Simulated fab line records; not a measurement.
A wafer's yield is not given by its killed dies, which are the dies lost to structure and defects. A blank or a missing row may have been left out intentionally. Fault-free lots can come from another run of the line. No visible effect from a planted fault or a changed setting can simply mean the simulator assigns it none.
Which tool was responsible? -- flow sky130 -- 14 lots, 42 wafers sampled, at 4 steps of a route of 708

WHAT THE GAUGES READ, wafer by wafer
SKY_NWELL_TW_MEAS_26.
lot,measured,on,NWELL_2_TW
L422,day 5 17:51,filmMetro-04,489.0 493.3 492.2
L423,day 6 07:40,filmMetro-01,492.2 491.0 486.5
L424,day 6 08:19,filmMetro-01,490.3 492.5 490.4
L426,day 6 22:10,filmMetro-03,487.1 488.5 484.9
L428,day 7 10:07,filmMetro-04,493.4 491.1 494.0
L429,day 7 11:26,filmMetro-01,487.4 490.6 488.3
L430,day 7 22:26,filmMetro-01,490.5 489.0 490.5
L433,day 8 17:08,filmMetro-01,485.7 488.1 485.1
L432,day 8 17:28,filmMetro-01,487.5 485.5 486.3
L435,day 9 02:12,filmMetro-03,489.7 488.1 488.8
L434,day 9 02:59,filmMetro-03,489.4 489.0 489.3
L441,day 10 02:30,filmMetro-04,493.2 493.7 493.2
L442,day 10 11:36,filmMetro-04,495.8 492.6 490.9
L445,day 11 07:28,filmMetro-01,493.1 495.3 491.9

SKY_VIA2_RS_MEAS_22: a four-point-probe measurement.
lot,measured,on,VIA2_W_RS (ohm/sq)
L422,day 36 19:53,filmMetro-03,0.273 0.273 0.273
L423,day 37 10:01,filmMetro-02,0.275 0.276 0.273
L424,day 37 14:04,filmMetro-04,0.272 0.276 0.276
L426,day 38 10:27,filmMetro-04,0.272 0.270 0.271
L428,day 39 06:18,filmMetro-02,0.272 0.264 0.272
L429,day 39 07:06,filmMetro-04,0.275 0.275 0.275
L430,day 39 15:40,filmMetro-02,0.274 0.274 0.271
L433,day 40 14:45,filmMetro-04,0.277 0.276 0.279
L432,day 40 12:00,filmMetro-03,0.263 0.271 0.261
L435,day 41 01:50,filmMetro-03,0.267 0.278 0.267
L434,day 40 23:32,filmMetro-02,0.277 0.276 0.278
L445,day 43 09:31,filmMetro-03,0.272 0.273 0.277

SKY_CAPM_THK_MEAS_01.
lot,measured,on,CAPM_CVD_00_THK (nm)
L422,day 36 20:32,filmMetro-04,14.94 15.08 15.14
L423,day 37 10:40,filmMetro-04,15.03 15.22 15.36
L424,day 37 14:43,filmMetro-04,15.16 15.07 15.78
L426,day 38 11:06,filmMetro-04,15.17 15.04 15.27
L428,day 39 06:56,filmMetro-04,15.14 15.38 15.24
L429,day 39 07:44,filmMetro-03,15.18 15.69 15.67
L430,day 39 16:17,filmMetro-03,15.69 15.32 15.26
L433,day 40 15:23,filmMetro-03,15.20 15.64 15.48
L432,day 40 12:38,filmMetro-04,15.37 15.19 15.67
L435,day 41 02:30,filmMetro-03,15.48 15.19 15.46
L434,day 41 00:11,filmMetro-01,14.91 15.31 15.40
L445,day 43 10:11,filmMetro-03,15.35 15.36 15.27

EACH LOT AND THE TOOL THAT RAN IT (in order: tool; ch and the chambers of the sampled wafers; start)
lot,SKY_LDD_LDN_STRIP_12
L422,"plasmaAsher-01 ch 0,1, day 23 08:18"
L423,"plasmaAsher-01 ch 0,1, day 24 03:15"
L424,"plasmaAsher-02 ch 0,1, day 24 07:40"
L426,"plasmaAsher-02 ch 0,1, day 25 07:18"
L428,"plasmaAsher-03 ch 0,1, day 26 02:38"
L429,"plasmaAsher-01 ch 0,1, day 26 05:33"
L430,"plasmaAsher-03 ch 0,1, day 26 17:00"
L433,"plasmaAsher-01 ch 0,1, day 27 20:48"
L432,"plasmaAsher-01 ch 0,1, day 27 19:49"
L435,"plasmaAsher-03 ch 0,1, day 28 07:58"
L434,"plasmaAsher-02 ch 0,1, day 28 07:02"
L441,"plasmaAsher-01 ch 0,1, day 29 17:09"
L442,"plasmaAsher-02 ch 0,1, day 30 03:27"
L445,"plasmaAsher-01 ch 0,1, day 31 01:06"
- SKY_LDD_LDN_STRIP_12: strips in O2/N2.

AS READ BY THE TOOLS THEMSELVES (means over the sampled wafers that have a number; for cases with no such wafer, the mark the record gives instead)
SKY_LDD_LDN_STRIP_12.
lot,tool,chamberPressureMTorr (mTorr),drypumpMotorCurrentA (A),oesProductAu (a.u.),stripTimeToEndpointS (s)
L422,plasmaAsher-01,1500.6,5.4,0.717,14.19
L423,plasmaAsher-01,1500.0,5.3,0.718,14.18
L424,plasmaAsher-02,1500.2,5.7,0.713,14.20
L426,plasmaAsher-02,1500.6,6.0,0.715,14.30
L428,plasmaAsher-03,1500.0,5.3,0.712,14.20
L429,plasmaAsher-01,1501.1,5.4,0.716,14.20
L430,plasmaAsher-03,1501.1,5.4,0.714,14.15
L433,plasmaAsher-01,1499.7,5.3,0.714,14.18
L432,plasmaAsher-01,1499.4,5.4,0.715,14.17
L435,plasmaAsher-03,1501.4,5.3,0.716,14.18
L434,plasmaAsher-02,1499.2,6.1,0.713,14.28
L441,plasmaAsher-01,-,-,-,-
L442,plasmaAsher-02,-,-,-,-
L445,plasmaAsher-01,1499.9,5.3,0.713,14.16

THE ANSWER, worked out from the rows above alone
Rule: usual is defined by the lots themselves. The widest of any qualifying gaps counts: lots, ordered by their means at a reading, are off when they make up no more than a third of the lots, leave a main group of 4 or more, and stand apart from it by 3 or more times the standard deviation of that group's means. The tables above print the reading to a certain number of digits; a main group whose means all agree to those digits is not used. Also off: a lot with no number at a reading for which 4 or more lots have one. Where the step has rows for the other lots, those lots are counted as sound. After the gauges, taken in route order, come the tools' own readings; for these a lot's mean is taken, as printed above. The first step at which some lot is off is used, and at that step the reading that is off furthest; a lot without a number counts as furthest.
Off: L441, L442, at SKY_LDD_LDN_STRIP_12 (chamberPressureMTorr). Without a number there: L441, L442. The main group: mean 1500.3 mTorr, standard deviation 0.67.
If a tool, at that step or one of the process steps before it, ran each lot that is off and ran no sound lot following the first of them, it fits. None of those tried fits.

WHAT THE SIMULATOR HAD INSERTED
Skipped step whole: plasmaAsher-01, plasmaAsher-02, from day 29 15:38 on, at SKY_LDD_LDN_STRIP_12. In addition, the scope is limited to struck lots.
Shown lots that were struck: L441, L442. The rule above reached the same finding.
